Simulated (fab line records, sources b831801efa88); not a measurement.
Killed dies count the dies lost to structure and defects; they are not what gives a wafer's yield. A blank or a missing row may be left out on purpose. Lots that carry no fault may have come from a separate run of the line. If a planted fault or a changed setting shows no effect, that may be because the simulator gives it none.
Which tool did it? :: flow gf180mcu :: 24 lots, 72 wafers sampled, at 5 steps of a route of 602

== WHAT EACH GAUGE READ, for each wafer ==
GF_M5_OVL_MEAS_08.
lot: L074
measured: day 26 06:46
on: overlay-01
M5_OVL (nm): 3 2 -7

lot: L075
measured: day 26 12:05
on: overlay-02
M5_OVL (nm): 1 -1 -3

lot: L076
measured: day 26 22:20
on: overlay-01
M5_OVL (nm): -2 2 2

lot: L077
measured: day 27 01:35
on: overlay-01
M5_OVL (nm): 4 -2 12

lot: L078
measured: day 27 14:47
on: overlay-02
M5_OVL (nm): -2 4 2

lot: L079
measured: day 28 00:28
on: overlay-01
M5_OVL (nm): -1 -3 7

lot: L080
measured: day 28 06:17
on: overlay-02
M5_OVL (nm): 0 -5 -4

lot: L081
measured: day 28 17:14
on: overlay-02
M5_OVL (nm): 1 1 0

lot: L082
measured: day 28 23:29
on: overlay-02
M5_OVL (nm): 12 0 9

lot: L083
measured: day 29 04:17
on: overlay-02
M5_OVL (nm): 6 11 5

lot: L084
measured: day 29 15:56
on: overlay-02
M5_OVL (nm): 0 3 9

lot: L085
measured: day 29 21:38
on: overlay-02
M5_OVL (nm): -4 6 -5

lot: L086
measured: day 30 04:15
on: overlay-02
M5_OVL (nm): 3 -5 2

lot: L087
measured: day 30 10:38
on: overlay-02
M5_OVL (nm): -2 -1 2

lot: L088
measured: day 30 17:38
on: overlay-01
M5_OVL (nm): 5 4 1

lot: L089
measured: day 30 20:17
on: overlay-02
M5_OVL (nm): 0 1 6

lot: L090
measured: day 31 00:43
on: overlay-02
M5_OVL (nm): -7 -8 -6

lot: L091
measured: day 31 11:18
on: overlay-01
M5_OVL (nm): 0 2 2

lot: L092
measured: day 31 20:32
on: overlay-01
M5_OVL (nm): 6 5 0

lot: L093
measured: day 31 23:24
on: overlay-01
M5_OVL (nm): -5 -9 -3

lot: L094
measured: day 32 04:42
on: overlay-02
M5_OVL (nm): 0 2 2

lot: L095
measured: day 32 05:10
on: overlay-02
M5_OVL (nm): -9 0 -10

lot: L096
measured: day 32 10:53
on: overlay-01
M5_OVL (nm): -6 -2 3

lot: L097
measured: day 32 19:53
on: overlay-01
M5_OVL (nm): -1 -1 -2

GF_TOP_METAL_RS_MEAS_05: measures by four-point-probe.
lot: L074
measured: day 27 06:09
on: film-metro-03
TOP_METAL_ALCU_RS (ohm/sq): 0.0324 0.0326 0.0327

lot: L075
measured: day 27 12:20
on: film-metro-04
TOP_METAL_ALCU_RS (ohm/sq): 0.0330 0.0329 0.0330

lot: L076
measured: day 27 21:47
on: film-metro-04
TOP_METAL_ALCU_RS (ohm/sq): 0.0328 0.0326 0.0328

lot: L077
measured: day 28 00:15
on: film-metro-02
TOP_METAL_ALCU_RS (ohm/sq): 0.0335 0.0335 0.0337

lot: L078
measured: day 28 13:13
on: film-metro-02
TOP_METAL_ALCU_RS (ohm/sq): 0.0335 0.0333 0.0332

lot: L079
measured: day 28 22:40
on: film-metro-03
TOP_METAL_ALCU_RS (ohm/sq): 0.0331 0.0332 0.0332

lot: L080
measured: day 29 04:53
on: film-metro-04
TOP_METAL_ALCU_RS (ohm/sq): 0.0327 0.0326 0.0326

lot: L081
measured: day 29 15:35
on: film-metro-03
TOP_METAL_ALCU_RS (ohm/sq): 0.0327 0.0329 0.0327

lot: L082
measured: day 29 21:04
on: film-metro-04
TOP_METAL_ALCU_RS (ohm/sq): 0.0327 0.0328 0.0328

lot: L083
measured: day 30 02:25
on: film-metro-04
TOP_METAL_ALCU_RS (ohm/sq): 0.0335 0.0332 0.0331

lot: L084
measured: day 30 13:47
on: film-metro-02
TOP_METAL_ALCU_RS (ohm/sq): 0.0332 0.0331 0.0333

lot: L085
measured: day 30 19:40
on: film-metro-02
TOP_METAL_ALCU_RS (ohm/sq): 0.0329 0.0330 0.0330

lot: L086
measured: day 31 01:49
on: film-metro-04
TOP_METAL_ALCU_RS (ohm/sq): 0.0330 0.0325 0.0327

lot: L087
measured: day 31 07:49
on: film-metro-04
TOP_METAL_ALCU_RS (ohm/sq): 0.0325 0.0330 0.0325

lot: L088
measured: day 31 13:44
on: film-metro-02
TOP_METAL_ALCU_RS (ohm/sq): 0.0328 0.0328 0.0328

lot: L089
measured: day 31 17:26
on: film-metro-04
TOP_METAL_ALCU_RS (ohm/sq): 0.0332 0.0328 0.0329

lot: L090
measured: day 31 21:49
on: film-metro-04
TOP_METAL_ALCU_RS (ohm/sq): 0.0328 0.0330 0.0332

lot: L091
measured: day 32 06:46
on: film-metro-02
TOP_METAL_ALCU_RS (ohm/sq): 0.0324 0.0325 0.0326

lot: L092
measured: day 32 16:19
on: film-metro-02
TOP_METAL_ALCU_RS (ohm/sq): 0.0334 0.0337 0.0334

lot: L093
measured: day 32 19:18
on: film-metro-02
TOP_METAL_ALCU_RS (ohm/sq): 0.0333 0.0329 0.0332

lot: L094
measured: day 33 00:05
on: film-metro-02
TOP_METAL_ALCU_RS (ohm/sq): 0.0328 0.0330 0.0331

lot: L095
measured: day 33 00:53
on: film-metro-02
TOP_METAL_ALCU_RS (ohm/sq): 0.0330 0.0329 0.0333

lot: L096
measured: day 33 06:26
on: film-metro-03
TOP_METAL_ALCU_RS (ohm/sq): 0.0328 0.0328 0.0328

lot: L097
measured: day 33 14:57
on: film-metro-02
TOP_METAL_ALCU_RS (ohm/sq): 0.0332 0.0334 0.0336

== EACH LOT AND THE TOOL THAT RAN IT (in order: tool; ch and the chambers of the sampled wafers; start) ==
lot: L074
GF_M5_METAL_ETCH_10: rie-metal-02 ch 0,1, day 26 06:50
GF_V5_SPUTTER_21: pvd-sputter-01, day 27 05:14
GF_TOP_METAL_SPUTTER_00: pvd-sputter-03, day 27 05:56

lot: L075
GF_M5_METAL_ETCH_10: rie-metal-01 ch 1, day 26 12:09
GF_V5_SPUTTER_21: pvd-sputter-04, day 27 11:24
GF_TOP_METAL_SPUTTER_00: pvd-sputter-03, day 27 12:05

lot: L076
GF_M5_METAL_ETCH_10: rie-metal-03 ch 0,1, day 26 22:24
GF_V5_SPUTTER_21: pvd-sputter-04, day 27 20:52
GF_TOP_METAL_SPUTTER_00: pvd-sputter-02, day 27 21:33

lot: L077
GF_M5_METAL_ETCH_10: rie-metal-02 ch 0,1, day 27 01:39
GF_V5_SPUTTER_21: pvd-sputter-01, day 27 23:20
GF_TOP_METAL_SPUTTER_00: pvd-sputter-03, day 28 00:02

lot: L078
GF_M5_METAL_ETCH_10: rie-metal-01 ch 0,1, day 27 14:51
GF_V5_SPUTTER_21: pvd-sputter-01, day 28 12:17
GF_TOP_METAL_SPUTTER_00: pvd-sputter-03, day 28 12:58

lot: L079
GF_M5_METAL_ETCH_10: rie-metal-03 ch 0,1, day 28 00:32
GF_V5_SPUTTER_21: pvd-sputter-01, day 28 21:46
GF_TOP_METAL_SPUTTER_00: pvd-sputter-02, day 28 22:27

lot: L080
GF_M5_METAL_ETCH_10: rie-metal-02 ch 0,1, day 28 06:20
GF_V5_SPUTTER_21: pvd-sputter-04, day 29 03:55
GF_TOP_METAL_SPUTTER_00: pvd-sputter-02, day 29 04:39

lot: L081
GF_M5_METAL_ETCH_10: rie-metal-03 ch 0, day 28 17:17
GF_V5_SPUTTER_21: pvd-sputter-01, day 29 14:40
GF_TOP_METAL_SPUTTER_00: pvd-sputter-02, day 29 15:21

lot: L082
GF_M5_METAL_ETCH_10: rie-metal-03 ch 0,1, day 28 23:35
GF_V5_SPUTTER_21: pvd-sputter-02, day 29 20:07
GF_TOP_METAL_SPUTTER_00: pvd-sputter-01, day 29 20:48

lot: L083
GF_M5_METAL_ETCH_10: rie-metal-02 ch 0,1, day 29 04:23
GF_V5_SPUTTER_21: pvd-sputter-04, day 30 01:22
GF_TOP_METAL_SPUTTER_00: pvd-sputter-01, day 30 02:10

lot: L084
GF_M5_METAL_ETCH_10: rie-metal-01 ch 0, day 29 16:02
GF_V5_SPUTTER_21: pvd-sputter-02, day 30 12:52
GF_TOP_METAL_SPUTTER_00: pvd-sputter-01, day 30 13:33

lot: L085
GF_M5_METAL_ETCH_10: rie-metal-03 ch 0,1, day 29 21:42
GF_V5_SPUTTER_21: pvd-sputter-02, day 30 18:45
GF_TOP_METAL_SPUTTER_00: pvd-sputter-01, day 30 19:26

lot: L086
GF_M5_METAL_ETCH_10: rie-metal-01 ch 0, day 30 04:23
GF_V5_SPUTTER_21: pvd-sputter-04, day 31 00:52
GF_TOP_METAL_SPUTTER_00: pvd-sputter-01, day 31 01:33

lot: L087
GF_M5_METAL_ETCH_10: rie-metal-01 ch 0, day 30 10:42
GF_V5_SPUTTER_21: pvd-sputter-04, day 31 06:54
GF_TOP_METAL_SPUTTER_00: pvd-sputter-03, day 31 07:35

lot: L088
GF_M5_METAL_ETCH_10: rie-metal-02 ch 0,1, day 30 17:43
GF_V5_SPUTTER_21: pvd-sputter-02, day 31 12:46
GF_TOP_METAL_SPUTTER_00: pvd-sputter-03, day 31 13:28

lot: L089
GF_M5_METAL_ETCH_10: rie-metal-03 ch 0,1, day 30 20:21
GF_V5_SPUTTER_21: pvd-sputter-04, day 31 16:30
GF_TOP_METAL_SPUTTER_00: pvd-sputter-01, day 31 17:11

lot: L090
GF_M5_METAL_ETCH_10: rie-metal-01 ch 0,1, day 31 00:47
GF_V5_SPUTTER_21: pvd-sputter-01, day 31 20:55
GF_TOP_METAL_SPUTTER_00: pvd-sputter-02, day 31 21:36

lot: L091
GF_M5_METAL_ETCH_10: rie-metal-03 ch 0,1, day 31 11:24
GF_V5_SPUTTER_21: pvd-sputter-02, day 32 05:47
GF_TOP_METAL_SPUTTER_00: pvd-sputter-01, day 32 06:28

lot: L092
GF_M5_METAL_ETCH_10: rie-metal-03 ch 1, day 31 20:38
GF_V5_SPUTTER_21: pvd-sputter-02, day 32 15:23
GF_TOP_METAL_SPUTTER_00: pvd-sputter-01, day 32 16:05

lot: L093
GF_M5_METAL_ETCH_10: rie-metal-01 ch 0,1, day 31 23:29
GF_V5_SPUTTER_21: pvd-sputter-02, day 32 18:10
GF_TOP_METAL_SPUTTER_00: pvd-sputter-02, day 32 19:02

lot: L094
GF_M5_METAL_ETCH_10: rie-metal-02 ch 0,1, day 32 04:45
GF_V5_SPUTTER_21: pvd-sputter-02, day 32 23:09
GF_TOP_METAL_SPUTTER_00: pvd-sputter-01, day 32 23:50

lot: L095
GF_M5_METAL_ETCH_10: rie-metal-01 ch 0,1, day 32 05:14
GF_V5_SPUTTER_21: pvd-sputter-04, day 32 23:59
GF_TOP_METAL_SPUTTER_00: pvd-sputter-02, day 33 00:40

lot: L096
GF_M5_METAL_ETCH_10: rie-metal-01 ch 0,1, day 32 10:57
GF_V5_SPUTTER_21: pvd-sputter-01, day 33 05:28
GF_TOP_METAL_SPUTTER_00: pvd-sputter-03, day 33 06:13

lot: L097
GF_M5_METAL_ETCH_10: rie-metal-01 ch 1, day 32 19:59
GF_V5_SPUTTER_21: pvd-sputter-04, day 33 14:01
GF_TOP_METAL_SPUTTER_00: pvd-sputter-02, day 33 14:43
- GF_M5_METAL_ETCH_10: etches the open film in Cl2/BCl3, stops on SiO2, target depth 750.8 nm, time 125.1 s.
- GF_V5_SPUTTER_21: material Ti, target thk 15 nm, time 80.02 s.
- GF_TOP_METAL_SPUTTER_00: material Ti, target thk 37.5 nm, time 150 s.

== WHAT THE TOOLS THEMSELVES READ (means of the sampled wafers that have a number; where no wafer has one, the mark that the record gives instead) ==
GF_M5_METAL_ETCH_10.
lot: L074
tool: rie-metal-02
drypump-motor-current-A (A): 5.8
oes-product-au (a.u.): 0.998
throttle-valve-pct (%): 28.224

lot: L075
tool: rie-metal-01
drypump-motor-current-A (A): 6.0
oes-product-au (a.u.): 0.988
throttle-valve-pct (%): 28.239

lot: L076
tool: rie-metal-03
drypump-motor-current-A (A): 6.2
oes-product-au (a.u.): 0.994
throttle-valve-pct (%): 28.222

lot: L077
tool: rie-metal-02
drypump-motor-current-A (A): 5.8
oes-product-au (a.u.): 0.993
throttle-valve-pct (%): 28.230

lot: L078
tool: rie-metal-01
drypump-motor-current-A (A): 5.8
oes-product-au (a.u.): 0.992
throttle-valve-pct (%): 28.228

lot: L079
tool: rie-metal-03
drypump-motor-current-A (A): 5.5
oes-product-au (a.u.): 0.988
throttle-valve-pct (%): 28.224

lot: L080
tool: rie-metal-02
drypump-motor-current-A (A): 5.8
oes-product-au (a.u.): 0.993
throttle-valve-pct (%): 28.226

lot: L081
tool: rie-metal-03
drypump-motor-current-A (A): 4.9
oes-product-au (a.u.): 0.994
throttle-valve-pct (%): 28.233

lot: L082
tool: rie-metal-03
drypump-motor-current-A (A): 6.2
oes-product-au (a.u.): 0.988
throttle-valve-pct (%): 28.225

lot: L083
tool: rie-metal-02
drypump-motor-current-A (A): 5.8
oes-product-au (a.u.): 0.997
throttle-valve-pct (%): 28.232

lot: L084
tool: rie-metal-01
drypump-motor-current-A (A): 5.5
oes-product-au (a.u.): 0.992
throttle-valve-pct (%): 28.221

lot: L085
tool: rie-metal-03
drypump-motor-current-A (A): 6.1
oes-product-au (a.u.): 0.992
throttle-valve-pct (%): 28.228

lot: L086
tool: rie-metal-01
drypump-motor-current-A (A): 5.5
oes-product-au (a.u.): 0.991
throttle-valve-pct (%): 28.218

lot: L087
tool: rie-metal-01
drypump-motor-current-A (A): 5.5
oes-product-au (a.u.): 0.987
throttle-valve-pct (%): 28.217

lot: L088
tool: rie-metal-02
drypump-motor-current-A (A): 5.6
oes-product-au (a.u.): 0.991
throttle-valve-pct (%): 28.230

lot: L089
tool: rie-metal-03
drypump-motor-current-A (A): 6.2
oes-product-au (a.u.): 0.995
throttle-valve-pct (%): 28.218

lot: L090
tool: rie-metal-01
drypump-motor-current-A (A): 5.7
oes-product-au (a.u.): 0.993
throttle-valve-pct (%): 28.231

lot: L091
tool: rie-metal-03
drypump-motor-current-A (A): 5.5
oes-product-au (a.u.): 0.989
throttle-valve-pct (%): 28.231

lot: L092
tool: rie-metal-03
drypump-motor-current-A (A): 6.8
oes-product-au (a.u.): 0.995
throttle-valve-pct (%): 28.225

lot: L093
tool: rie-metal-01
drypump-motor-current-A (A): 5.7
oes-product-au (a.u.): 0.990
throttle-valve-pct (%): 28.224

lot: L094
tool: rie-metal-02
drypump-motor-current-A (A): 5.8
oes-product-au (a.u.): 0.990
throttle-valve-pct (%): 28.231

lot: L095
tool: rie-metal-01
drypump-motor-current-A (A): 5.7
oes-product-au (a.u.): 0.992
throttle-valve-pct (%): 28.222

lot: L096
tool: rie-metal-01
drypump-motor-current-A (A): 5.8
oes-product-au (a.u.): 0.996
throttle-valve-pct (%): 28.224

lot: L097
tool: rie-metal-01
drypump-motor-current-A (A): 6.0
oes-product-au (a.u.): 0.995
throttle-valve-pct (%): 28.230

GF_V5_SPUTTER_21.
lot: L074
tool: pvd-sputter-01
throttle-valve-pct (%): 29.2

lot: L075
tool: pvd-sputter-04
throttle-valve-pct (%): 29.4

lot: L076
tool: pvd-sputter-04
throttle-valve-pct (%): 29.8

lot: L077
tool: pvd-sputter-01
throttle-valve-pct (%): 29.0

lot: L078
tool: pvd-sputter-01
throttle-valve-pct (%): 29.7

lot: L079
tool: pvd-sputter-01
throttle-valve-pct (%): 30.0

lot: L080
tool: pvd-sputter-04
throttle-valve-pct (%): 29.4

lot: L081
tool: pvd-sputter-01
throttle-valve-pct (%): 29.4

lot: L082
tool: pvd-sputter-02
throttle-valve-pct (%): 29.4

lot: L083
tool: pvd-sputter-04
throttle-valve-pct (%): 30.3

lot: L084
tool: pvd-sputter-02
throttle-valve-pct (%): 30.2

lot: L085
tool: pvd-sputter-02
throttle-valve-pct (%): 29.7

lot: L086
tool: pvd-sputter-04
throttle-valve-pct (%): 29.4

lot: L087
tool: pvd-sputter-04
throttle-valve-pct (%): 29.6

lot: L088
tool: pvd-sputter-02
throttle-valve-pct (%): 30.0

lot: L089
tool: pvd-sputter-04
throttle-valve-pct (%): 29.9

lot: L090
tool: pvd-sputter-01
throttle-valve-pct (%): 29.1

lot: L091
tool: pvd-sputter-02
throttle-valve-pct (%): 30.0

lot: L092
tool: pvd-sputter-02
throttle-valve-pct (%): 30.2

lot: L093
tool: pvd-sputter-02
throttle-valve-pct (%): 29.9

lot: L094
tool: pvd-sputter-02
throttle-valve-pct (%): 30.1

lot: L095
tool: pvd-sputter-04
throttle-valve-pct (%): 29.4

lot: L096
tool: pvd-sputter-01
throttle-valve-pct (%): 29.9

lot: L097
tool: pvd-sputter-04
throttle-valve-pct (%): 29.9

GF_TOP_METAL_SPUTTER_00.
lot: L074
tool: pvd-sputter-03
throttle-valve-pct (%): 29.9

lot: L075
tool: pvd-sputter-03
throttle-valve-pct (%): 29.8

lot: L076
tool: pvd-sputter-02
throttle-valve-pct (%): 29.4

lot: L077
tool: pvd-sputter-03
throttle-valve-pct (%): 29.8

lot: L078
tool: pvd-sputter-03
throttle-valve-pct (%): 29.3

lot: L079
tool: pvd-sputter-02
throttle-valve-pct (%): 29.5

lot: L080
tool: pvd-sputter-02
throttle-valve-pct (%): 29.9

lot: L081
tool: pvd-sputter-02
throttle-valve-pct (%): 30.2

lot: L082
tool: pvd-sputter-01
throttle-valve-pct (%): 29.1

lot: L083
tool: pvd-sputter-01
throttle-valve-pct (%): 29.2

lot: L084
tool: pvd-sputter-01
throttle-valve-pct (%): 29.9

lot: L085
tool: pvd-sputter-01
throttle-valve-pct (%): 29.4

lot: L086
tool: pvd-sputter-01
throttle-valve-pct (%): 29.1

lot: L087
tool: pvd-sputter-03
throttle-valve-pct (%): 30.1

lot: L088
tool: pvd-sputter-03
throttle-valve-pct (%): 29.6

lot: L089
tool: pvd-sputter-01
throttle-valve-pct (%): 29.3

lot: L090
tool: pvd-sputter-02
throttle-valve-pct (%): 29.5

lot: L091
tool: pvd-sputter-01
throttle-valve-pct (%): 29.2

lot: L092
tool: pvd-sputter-01
throttle-valve-pct (%): 29.9

lot: L093
tool: pvd-sputter-02
throttle-valve-pct (%): 30.6

lot: L094
tool: pvd-sputter-01
throttle-valve-pct (%): 29.1

lot: L095
tool: pvd-sputter-02
throttle-valve-pct (%): 29.3

lot: L096
tool: pvd-sputter-03
throttle-valve-pct (%): 30.2

lot: L097
tool: pvd-sputter-02
throttle-valve-pct (%): 30.1

== THE ANSWER, worked out from the rows above alone ==
Rule: what is usual is taken from the lots themselves. Put in order of their means at a reading, lots are off if they are a third of the lots or fewer, leave a main group of 4 or more, and stand apart from it by a gap of 3 or more times the standard deviation of the main group's means; of several such gaps the widest counts. A main group whose means are all the same, to the digits that the tables above print for the reading, isn't used. Also off: a lot with no number at a reading for which 4 or more lots have one. The other lots that the step has rows for count as sound. Order of review: gauges by route order, followed by the tools' own readings, for which a lot's mean as printed above is used. The first step at which some lot is off is used, and at that step the reading that is off furthest; a lot without a number counts as furthest.
No lot is off on any of the readings shown, so nothing can be concluded from this.

== WHAT HAD BEEN PUT IN BY THE SIMULATOR ==
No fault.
